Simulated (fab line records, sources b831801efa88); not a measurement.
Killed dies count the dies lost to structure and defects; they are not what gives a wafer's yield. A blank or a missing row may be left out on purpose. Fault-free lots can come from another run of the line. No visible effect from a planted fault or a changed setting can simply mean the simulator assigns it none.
Comparing a struck lot with a sound one | flow gf180mcu | 44 out of 602 route steps
Sound: these wafers, L537.4, L537.5, L537.6. Struck: wafer L552.2 (left out: L552.1, L552.3 of the same lot, which were not struck); the cause appears at the end.
Each step with rows lists, per side, the tool, then ch with its chambers, then its first start. Under that, the readings that differ: sound wafers | struck wafers | difference of the means | sigmas: that difference in standard deviations of wafers without a fault.
alike: readings with means less than 2 such deviations apart, plus words and numbers identical on both sides. not compared: withheld readings, readings lacking a value on some wafer, bounds such as >300 that could conceal the same value, and numbers that have no deviation in the record and whose values overlap.
The two part at a step that has a row with sigmas, a row that says differs or no value, or rows on one side only. Non-overlapping numbers with no deviation appear without sigmas and do not part them. A reading that every wafer of one side lacks parts them only if that side has two wafers or more.

first, 5 steps without rows for these wafers: GF_V2_STRIP_19 (strips in post etch residue remover, time 1200 s); GF_V2_CLEAN_20 (cleans in DIW); GF_V2_SPUTTER_21 (material Ti, target thk 15 nm, time 80.02 s); GF_V2_SPUTTER_22 (material TiN, target thk 10 nm, time 40 s); GF_V2_CVD_23 (deposits W, target thk 350 nm, time 104.94 s).
GF_V2_RS_MEAS_24: the measuring method here is four-point-probe.
  sound: filmMetro-01 at day 21 03:13; struck: filmMetro-02 at day 26 04:17
  alike: V2_W_RS
GF_V2_THK_MEAS_25: measures by xrf.
  sound: filmMetro-01 at day 21 03:19; struck: filmMetro-02 at day 26 04:24
  alike: V2_W_THK
GF_V2_CMP_26: polishes, stops on SiO2, t overpolish 15 s, target thk 0 nm.
  sound on cmp-02 ch 0,2,3, day 21 03:29; struck on cmp-02 ch 1, day 26 04:28
reading             | sound    | struck | difference | sigmas
timeToEndpointS (s) | 90 93 93 | 81     | -11        | -3
  alike: motorCurrentA, overpolishRunS
then, 3 steps without rows for these wafers: GF_M3_SPUTTER_00 (material Ti, target thk 37.5 nm, time 150 s); GF_M3_SPUTTER_01 (material TiN, target thk 30 nm, time 25 s); GF_M3_SPUTTER_02 (material AlCu, target thk 450 nm, time 23.9 s).
GF_M3_SPUTTER_03: material Ti, target thk 10 nm, time 6.7 s.
  sound: pvdSputter-04 at day 21 03:48; struck: pvdSputter-04 at day 26 04:55
reading             | sound                | struck | difference | sigmas
cathodeDcPowerW (W) | 2999.5 2999.7 2999.2 | 3000.9 | +1.4       | +3
  alike: throttleValvePct
GF_M3_SPUTTER_04: material TiN, target thk 50 nm, time 41.7 s.
  sound: pvdSputter-04 at day 21 03:49; struck: pvdSputter-04 at day 26 04:56
reading                               | sound                | struck | difference | sigmas
cathodeDcPowerW (W)                   | 6500.6 6499.8 6500.4 | 7870.1 | +1369.8    | +99 or more
model.TiN_of_M3_SPUTTER_04.thkNm (nm) | 50.47 50.66 50.98    | 59.41  | +8.71      | 
  alike: throttleValvePct
GF_M3_RS_MEAS_05: the measuring method here is four-point-probe.
  sound: filmMetro-03 at day 21 03:55; struck: filmMetro-04 at day 26 04:59
  alike: M3_ALCU_RS
GF_M3_THK_MEAS_06: measures by xrf.
  sound: filmMetro-03 at day 21 04:01; struck: filmMetro-04 at day 26 05:06
reading          | sound       | struck | difference | sigmas
M3_ALCU_THK (nm) | 460 459 452 | 446    | -11        | -2
then, 7 steps without rows for these wafers: GF_M3_DEHYDRATE_07 (time 60 s); GF_M3_HMDS_08 (prime time 60 s); GF_M3_COAT_09 (resist thk 1000 nm); GF_M3_SOFTBAKE_10 (time 60 s); GF_M3_EXPOSE_11 (exposes mask Metal3, target cd 280 nm); GF_M3_PEB_12 (peb time 90 s); GF_M3_DEVELOP_13 (develop time 60 s).
GF_M3_CD_MEAS_14 targets a cd of 280 nm.
  sound: cdSem-02 at day 22 03:20; struck: cdSem-01 at day 27 01:15
  alike: cdNm
GF_M3_OVL_MEAS_15:
  sound: overlay-02 at day 22 03:25; struck: overlay-01 at day 27 01:22
  alike: M3_OVL
GF_M3_METAL_ETCH_16: etches the open film in Cl2/BCl3, stops on SiO2, target depth 750.8 nm, time 125.1 s.
  sound on rieMetal-01 ch 0,1, day 22 03:29; struck on rieMetal-03 ch 0, day 27 01:24
reading                  | sound       | struck | difference                   | sigmas
drypumpMotorCurrentA (A) | 5.8 5.5 5.8 | 6.4    | +0.7                         | +2
rfHoursCounterH (h)      | - - -       | 11     | no value on the sound wafers | 
  alike: heBacksideLeakSccm, mfcCl2Sccm, oesProductAu, throttleValvePct
GF_M3_STRIP_17: strips in O2/N2.
  sound on plasmaAsher-03 ch 0,1, day 22 03:36; struck on plasmaAsher-03 ch 1, day 27 01:32
reading             | sound | struck | difference                   | sigmas
rfHoursCounterH (h) | - - - | 18     | no value on the sound wafers | 
  alike: drypumpMotorCurrentA, heaterPowerW, oesProductAu, stripTimeToEndpointS
then, 3 steps without rows for these wafers: GF_M3_STRIP_18 (strips in post etch residue remover, time 1200 s); GF_M3_CLEAN_19 (cleans in DIW); GF_V3_CVD_00 (deposits SiO2, target thk 600 nm, time 100 s).
GF_V3_THK_MEAS_01:
  sound: filmMetro-03 at day 22 04:14; struck: filmMetro-01 at day 27 02:11
  alike: V3_CVD_00_THK
then, 1 step without rows for these wafers: GF_V3_CVD_02 (deposits SiO2 from TEOS, target thk 850 nm, time 94.851 s).
GF_V3_THK_MEAS_03:
  sound: filmMetro-01 at day 22 04:22; struck: filmMetro-04 at day 27 02:19
  alike: V3_CVD_02_THK
GF_V3_CMP_04: polishes SiO2.
  sound on cmp-02 ch 0,3, day 22 04:23; struck on cmp-01 ch 2, day 27 02:26
reading             | sound         | struck | difference | sigmas
motorCurrentA (A)   | 9.6 10.0 12.2 | 13.2   | +2.6       | +2
timeToEndpointS (s) | 85 81 87      | 74     | -10        | -2
GF_V3_BOW_MEAS_05:
  sound: filmMetro-04 at day 22 04:45; struck: filmMetro-01 at day 27 02:41
  alike: V3_BOW
then, 8 steps without rows for these wafers: GF_V3_DEHYDRATE_06 (time 60 s); GF_V3_HMDS_07 (prime time 60 s); GF_V3_COAT_08; GF_V3_COAT_09 (resist thk 1000 nm); GF_V3_SOFTBAKE_10 (time 60 s); GF_V3_EXPOSE_11 (exposes mask Via3, target cd 260 nm); GF_V3_PEB_12 (peb time 90 s); GF_V3_DEVELOP_13 (develop time 60 s).
GF_V3_STRIP_19: strips in post etch residue remover, time 1200 s.
  sound on wetBench-02 ch 0, day 23 03:25; struck on wetBench-02 ch 3, day 27 23:04
reading                               | sound             | struck | difference | sigmas
model.TiN_of_M3_SPUTTER_04.thkNm (nm) | 49.63 49.82 50.14 | 58.57  | +8.71      | 
after that, 1 step had no rows for these wafers: GF_PASSIVATION_PROBE_99.

## WHERE THEY PART
Earliest at GF_V2_CMP_26; latest, in this record, at GF_V3_CMP_04. Later steps at which nothing parts them and some readings are alike: GF_V3_BOW_MEAS_05.

WHY: the cause the simulator had injected
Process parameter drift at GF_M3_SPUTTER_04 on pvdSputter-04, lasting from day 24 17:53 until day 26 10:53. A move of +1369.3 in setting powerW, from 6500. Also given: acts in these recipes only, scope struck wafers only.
